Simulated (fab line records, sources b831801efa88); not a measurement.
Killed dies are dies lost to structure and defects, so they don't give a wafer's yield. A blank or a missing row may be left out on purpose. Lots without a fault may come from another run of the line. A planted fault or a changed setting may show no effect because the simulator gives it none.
fab line records | flow sky130
record lots=12 wafers=36 last_day=50
route steps=708 shown METAL1@437 CAP2M@616 METAL5@667 PASSIVATION@681 PAD_OPEN@708
lots that met no fault: from a run of the same line without faults
start_h: hours from the record's first day to the start of the lot's first wafer shown | wait_h: hours since the lot's step before | " the same as in the row above | L1.1+2: a row that stands for several wafers | - no value, or no start given | * or withheld: withheld | < > ~ a bound
route shown NAME@n: a module of which the file shows steps, and the number in the route of the first | usual: mean/standard deviation of fault-free wafers | same: alike in all rows | chamber/n: place in a boat | sites: the reading at each site | _std_site: their standard deviation | _edge_site: outer sites' mean less inner sites' | radius_mm: how far each site lies from the wafer's centre | mask NAME#n: copy n | behind: the tool/chamber that last shaped the wafer | hold: why the lot was held/for how many hours/how that ended | device: the transistor (n, p or np) that didn't switch | end of line: the same wafers' tests at the end of the route | a step without rows: its recipe alone | killed: dies lost to structure and defects at the first sort, not the wafer's yield | map: a wafer's dies, x killed, . not, _ none there
set.NAME: the setting as run; set.NAME@STEP: as run at that earlier step | model.NAME: the simulator's own value behind a step, which no gauge read
steps of the route over a sample of lots; a table a step, a row a wafer
services: from which hour (start_h, from the record's first day; less than 0 if before it) a tool's chamber was out of use, for how many hours, and why
## steps
# step SKY_METAL1_SPUTTER_03
# recipe material=Ti target_thk_nm=5 power_w=3000 time_s=3.3 chamber_pressure_pa=0.4
# usual chamber_pressure_pa=0.3999/0.00078 throttle_valve_pct=29.5/1.1
# columns lot.wafer tool chamber start_h wait_h chamber_pressure_pa throttle_valve_pct
L772.3 pvd_sputter-02 - 735.06 0.0 0.4002 30.9
L772.4 " - " " 0.3996 30.7
L772.5 " - " " 0.4007 30.9
L773.4 pvd_sputter-01 - 738.29 0.0 0.4001 29.5
L773.5 " - " " 0.4009 29.6
L773.6 " - " " 0.4006 28.3
L775.4 pvd_sputter-04 - 760.49 0.0 0.3995 29.9
L775.5 " - " " 0.4011 29.7
L775.6 " - " " 0.4002 31.0
L776.2 pvd_sputter-04 - 769.49 0.0 0.3998 28.9
L776.5 " - " " 0.4007 29.0
L776.6 " - " " 0.3986 31.3
L777.1 pvd_sputter-02 - 781.06 0.0 0.3990 29.0
L777.2 " - " " 0.4002 29.4
L777.4 " - " " 0.4002 30.9
L779.1 pvd_sputter-04 - 792.09 0.0 0.3992 29.9
L779.4 " - " " 0.3997 31.3
L779.6 " - " " 0.3979 28.9
L780.2 pvd_sputter-01 - 802.43 0.0 0.3999 28.2
L780.4 " - " " 0.3992 27.5
L780.6 " - " " 0.4020 29.6
L782.2 pvd_sputter-02 - 826.06 0.0 0.4013 29.3
L782.3 " - " " 0.4005 29.0
L782.4 " - " " 0.4004 30.7
L784.1 pvd_sputter-04 - 876.69 0.0 0.3996 31.2
L784.2 " - " " 0.3998 29.8
L784.3 " - " " 0.4003 28.7
L786.2 pvd_sputter-01 - 881.20 0.0 0.3988 27.7
L786.3 " - " " 0.3994 28.4
L786.6 " - " " 0.4011 30.4
L789.1 pvd_sputter-04 - 887.75 0.0 0.3995 30.2
L789.2 " - " " 0.3987 29.2
L789.3 " - " " 0.4015 29.9
L791.2 pvd_sputter-02 - 894.73 0.0 0.3998 30.8
L791.4 " - " " 0.3979 28.8
L791.6 " - " " 0.3994 30.4
# step SKY_CAP2M_METAL_ETCH_13
# recipe target_depth_nm=220 stop_on=SiO2 chemistry=Cl2/BCl3 target=TiN pressure_mtorr=10 icp_w=900 bias_w=48.5 Cl2_flow_sccm=60 bcl3_flow_sccm=30 time_s=62.9
# usual drypump_motor_current_A=5.83/0.29 he_backside_leak_sccm=3.3/0.31 oes_product_au=0.943/0.0083 throttle_valve_pct=21.900/0.01
# columns lot.wafer tool chamber start_h wait_h drypump_motor_current_A he_backside_leak_sccm oes_product_au rf_hours_counter_h throttle_valve_pct
L772.3 rie_metal-02 0 956.47 0.0 5.92 3.2 0.950 - 21.912
L772.4 " 1 " " 5.54 3.3 0.945 - 21.906
L772.5 " 0 " " 5.92 3.1 0.939 - 21.900
L773.4 rie_metal-03 0 956.77 0.0 5.79 3.2 0.936 - 21.897
L773.5 " 1 " " 6.14 3.2 0.928 - 21.911
L773.6 " 0 " " 5.73 3.3 0.946 - 21.899
L775.4 rie_metal-03 1 977.51 0.0 6.17 3.3 0.937 - 21.904
L775.5 " 0 " " 5.72 3.1 0.928 - 21.922
L775.6 " 1 " " 6.18 3.3 0.916 - 21.918
L776.2 rie_metal-01 0 986.82 0.0 5.53 3.7 0.937 15 21.900
L776.5 " 0 " " 5.52 3.6 0.947 - 21.899
L776.6 " 1 " " 6.20 3.1 0.957 - 21.888
L777.1 rie_metal-02 1 995.99 0.0 5.52 3.5 0.944 12 21.905
L777.2 " 0 " " 5.92 3.4 0.956 18 21.897
L777.4 " 1 " " 5.54 3.4 0.949 - 21.886
L779.1 rie_metal-03 1 1003.14 0.0 6.14 3.2 0.939 10 21.914
L779.4 " 1 " " 6.17 3.1 0.929 - 21.889
L779.6 " 1 " " 6.18 3.2 0.950 - 21.890
L780.2 rie_metal-01 0 1012.64 0.0 5.52 3.5 0.934 16 21.906
L780.4 " 0 " " 5.49 3.6 0.945 - 21.898
L780.6 " 0 " " 5.50 3.5 0.937 - 21.904
L782.2 rie_metal-01 0 1031.99 0.0 5.51 3.4 0.938 18 21.926
L782.3 " 1 " " 6.24 3.1 0.927 - 21.902
L782.4 " 0 " " 5.50 3.5 0.946 - 21.918
L784.1 rie_metal-02 1 1077.02 0.0 5.56 3.3 0.937 18 21.895
L784.2 " 1 " " 5.57 3.4 0.946 - 21.907
L784.3 " 1 " " 5.56 3.5 0.941 - 21.903
L786.2 rie_metal-03 1 1078.34 0.0 6.19 3.4 0.943 16 21.897
L786.3 " 0 " " 5.73 3.2 0.942 - 21.903
L786.6 " 1 " " 6.15 3.2 0.942 - 21.909
L789.1 rie_metal-02 1 1083.79 0.0 5.55 3.3 0.947 19 21.899
L789.2 " 0 " " 5.89 3.4 0.947 0 21.907
L789.3 " 0 " " 5.91 3.2 0.935 - 21.929
L791.2 rie_metal-02 1 1090.37 0.0 5.55 3.5 0.948 19 21.887
L791.4 " 0 " " 5.91 3.3 0.938 - 21.892
L791.6 " 1 " " 5.56 3.4 0.951 - 21.893
# step SKY_METAL5_THK_MEAS_06
# recipe thk_meas_gauge=xrf reads=AlCu_of_METAL5_SPUTTER_02
# usual METAL5_ALCU_THK=1126/15
# columns lot.wafer tool chamber start_h wait_h METAL5_ALCU_THK[nm]
L773.4 film_metro-01 - 1007.54 0.1 1117
L773.5 " - " " 1130
L773.6 " - " " 1117
L772.3 film_metro-02 - 1007.72 0.1 1117
L772.4 " - " " 1110
L772.5 " - " " 1099
L775.4 film_metro-01 - 1026.72 0.1 1105
L775.5 " - " " 1132
L775.6 " - " " 1105
L776.2 film_metro-01 - 1036.27 0.1 1108
L776.5 " - " " 1117
L776.6 " - " " 1113
L777.1 film_metro-01 - 1045.20 0.1 1115
L777.2 " - " " 1135
L777.4 " - " " 1120
L780.2 film_metro-01 - 1061.36 0.1 1135
L780.4 " - " " 1132
L780.6 " - " " 1136
L782.2 film_metro-04 - 1078.63 0.1 1128
L782.3 " - " " 1132
L782.4 " - " " 1112
L779.1 film_metro-04 - 1108.08 0.1 1111
L779.4 " - " " 1095
L779.6 " - " " 1113
L784.1 film_metro-01 - 1121.42 0.1 1119
L784.2 " - " " 1151
L784.3 " - " " 1136
L786.2 film_metro-01 - 1122.49 0.1 1141
L786.3 " - " " 1129
L786.6 " - " " 1126
L789.1 film_metro-02 - 1128.36 0.1 1131
L789.2 " - " " 1153
L789.3 " - " " 1123
L791.2 film_metro-01 - 1132.69 0.1 1106
L791.4 " - " " 1143
L791.6 " - " " 1110
# step SKY_PASSIVATION_CVD_00
# recipe material=SiO2 target_thk_nm=90 temp_c=400 time_s=withheld rf_w=600
# usual heater_power_w=637/67
# columns lot.wafer tool chamber start_h wait_h heater_power_w
L773.4 pecvd-03 1 1030.67 0.0 695
L773.5 " 0 " " 620
L773.6 " 2 " " 730
L772.3 pecvd-04 0 1031.30 0.0 713
L772.4 " 2 " " 551
L772.5 " 0 " " 722
L775.4 pecvd-01 0 1049.63 0.0 664
L775.5 " 1 " " 686
L775.6 " 2 " " 526
L776.2 pecvd-01 1 1058.40 0.0 677
L776.5 " 1 " " 693
L776.6 " 2 " " 526
L777.1 pecvd-04 1 1067.47 0.0 607
L777.2 " 0 " " 704
L777.4 " 1 " " 600
L780.2 pecvd-03 2 1082.81 0.0 593
L780.4 " 0 " " 563
L780.6 " 1 " " 649
L782.2 pecvd-03 2 1099.14 0.0 722
L782.3 " 0 " " 504
L782.4 " 2 " " 579
L779.1 pecvd-03 0 1128.10 0.0 596
L779.4 " 0 " " 591
L779.6 " 0 " " 588
L784.1 pecvd-03 0 1140.57 0.0 608
L784.2 " 2 " " 706
L784.3 " 1 " " 612
L786.2 pecvd-01 2 1141.20 0.0 646
L786.3 " 0 " " 612
L786.6 " 2 " " 640
L789.1 pecvd-01 0 1147.10 0.0 578
L789.2 " 2 " " 610
L789.3 " 1 " " 612
L791.2 pecvd-01 1 1151.87 0.0 719
L791.4 " 0 " " 681
L791.6 " 1 " " 736
# step SKY_PAD_OPEN_PROBE_99
# usual defect_limited_yield=82.6/2 killed_at_M0_to_M3=43/7.3 killed_at_M4_up=3.4/1.7 killed_at_contacts=24/4.5 killed_at_front_end=16/4.4 killed_at_other=0.2/0.51 killed_dies=86/9.7 killed_open=46/6.6 killed_short=39/7.1 sort_bin_3_pad_short=0.9/0.45 sort_bin_5_function=10.4/1.4 sort_bin_6_memory=6.2/1.2 sort_n_pass=406/9.7 sort_yield_pct=82.6/2
# same gross_dies=492 killed_at_back_side=0 sort_bin_4_leakage[%]=0 sort_bin_8_speed[%]=0
# columns lot.wafer tool chamber start_h wait_h defect_limited_yield[%] killed_at_M0_to_M3 killed_at_M4_up killed_at_contacts killed_at_front_end killed_at_other killed_dies killed_open killed_short sort_bin_3_pad_short[%] sort_bin_5_function[%] sort_bin_6_memory[%] sort_n_pass sort_yield_pct[%]
L784.1 prober-01 - 1180.46 0.1 69.9 110 3 13 21 1 148 40 42 6.3 16.5 7.3 344 69.9
L784.2 prober-01 - 1180.51 0.1 73.0 98 1 18 16 0 133 39 31 5.3 16.3 5.5 359 73.0
L784.3 prober-01 - 1180.56 0.2 68.3 125 1 16 14 0 156 48 40 4.5 18.9 8.3 336 68.3
L789.1 prober-01 - 1185.29 0.1 77.0 73 3 21 16 0 113 45 34 3.9 12.0 7.1 379 77.0
L789.2 prober-01 - 1185.34 0.1 73.0 110 2 15 6 0 133 40 25 3.5 16.7 6.9 359 73.0
L789.3 prober-01 - 1185.39 0.2 72.6 96 0 17 21 1 135 35 38 4.1 17.3 6.1 357 72.6
# killed by level:class
L784.1 METAL1:unspecified=66 FIELD_ISO:geometric_particle:open=8 VIA1:geometric_particle:open=7 VIA1:geometric_particle:short=6 VIA3:geometric_particle:open=6 LI_CONTACT:geometric_particle:open=5 VIA2:geometric_particle:short=5 VIA2:geometric_particle:open=5
L784.2 METAL1:unspecified=63 FIELD_ISO:geometric_particle:open=8 CONTACT:geometric_particle:open=8 VIA1:geometric_particle:open=8 METAL2:geometric_particle:short=7 VIA2:geometric_particle:open=6 FIELD_ISO:geometric_particle:short=5 LI_CONTACT:geometric_particle:open=4
L784.3 METAL1:unspecified=68 VIA1:geometric_particle:open=19 METAL1:geometric_particle:short=8 LI_CONTACT:geometric_particle:open=6 CONTACT:geometric_particle:short=5 VIA2:geometric_particle:open=5 VIA3:geometric_particle:open=5 VIA1:geometric_particle:short=4
L789.1 METAL1:unspecified=34 VIA1:geometric_particle:open=17 LI_CONTACT:geometric_particle:open=7 CONTACT:geometric_particle:open=7 POLY_GATE:geometric_particle:short=6 VIA1:geometric_particle:short=5 FIELD_ISO:geometric_particle:open=3 POLY_GATE:geometric_particle:open=3
L789.2 METAL1:unspecified=68 VIA1:geometric_particle:open=13 CONTACT:geometric_particle:open=8 METAL2:geometric_particle:short=6 VIA1:geometric_particle:short=5 VIA2:geometric_particle:open=5 VIA3:geometric_particle:open=5 METAL1:geometric_particle:short=3
L789.3 METAL1:unspecified=62 VIA1:geometric_particle:open=10 POLY_GATE:geometric_particle:open=6 CONTACT:geometric_particle:open=6 VIA1:geometric_particle:short=6 FIELD_ISO:geometric_particle:open=5 CONTACT:geometric_particle:short=5 POLY_GATE:geometric_particle:short=5
## services
# columns tool chamber start_h hours kind
pvd_sputter-04 - 721.46 2.0 repair
pvd_sputter-02 - 743.03 1.1 repair
pvd_sputter-02 - 757.44 3.7 repair
pvd_sputter-02 - 782.71 1.2 repair
pvd_sputter-02 - 791.87 1.8 repair
pvd_sputter-02 - 802.97 4.8 repair
pecvd-03 - 822.71 2.8 repair
pvd_sputter-02 - 834.71 1.1 repair
pvd_sputter-02 - 887.64 3.4 repair
pvd_sputter-02 - 904.31 11.8 repair
pecvd-01 - 925.42 6.0 pm
pecvd-01 2 956.75 5.6 repair
rie_metal-02 - 959.01 0.9 repair
pvd_sputter-04 - 984.55 0.5 repair
pecvd-03 1 1004.32 20.8 repair
pvd_sputter-04 - 1027.12 3.1 repair
pecvd-01 - 1052.25 1.5 repair
pecvd-01 0 1066.74 2.4 repair
pvd_sputter-04 - 1073.60 4.8 repair
pvd_sputter-04 - 1086.52 1.7 repair
pecvd-01 2 1093.92 17.3 repair
pvd_sputter-04 - 1094.89 2.0 repair
rie_metal-02 - 1099.22 2.8 pm
rie_metal-02 - 1121.77 0.6 repair
## key
first_sign step=SKY_PAD_OPEN_PROBE_99 reading=sort_bin_3_pad_short direction=up sigmas=8.3 usual=0.9 struck=4.6
effect step=SKY_PAD_OPEN_PROBE_99 reading=killed_at_M0_to_M3 direction=up sigmas=8.1 usual=43 struck=102
met_at SKY_METAL1_SPUTTER_03
struck_lots L784,L789
not_acting_at SKY_CAP2M_METAL_ETCH_13,SKY_METAL5_THK_MEAS_06,SKY_PASSIVATION_CVD_00
onset_between 792.09 876.69
fault kind=chamber_particle_source tool=pvd_sputter-04 chamber=- onset_h=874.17 steps=SKY_METAL1_SPUTTER_03 rate_per_visit_cm2=1.6068 end_h=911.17
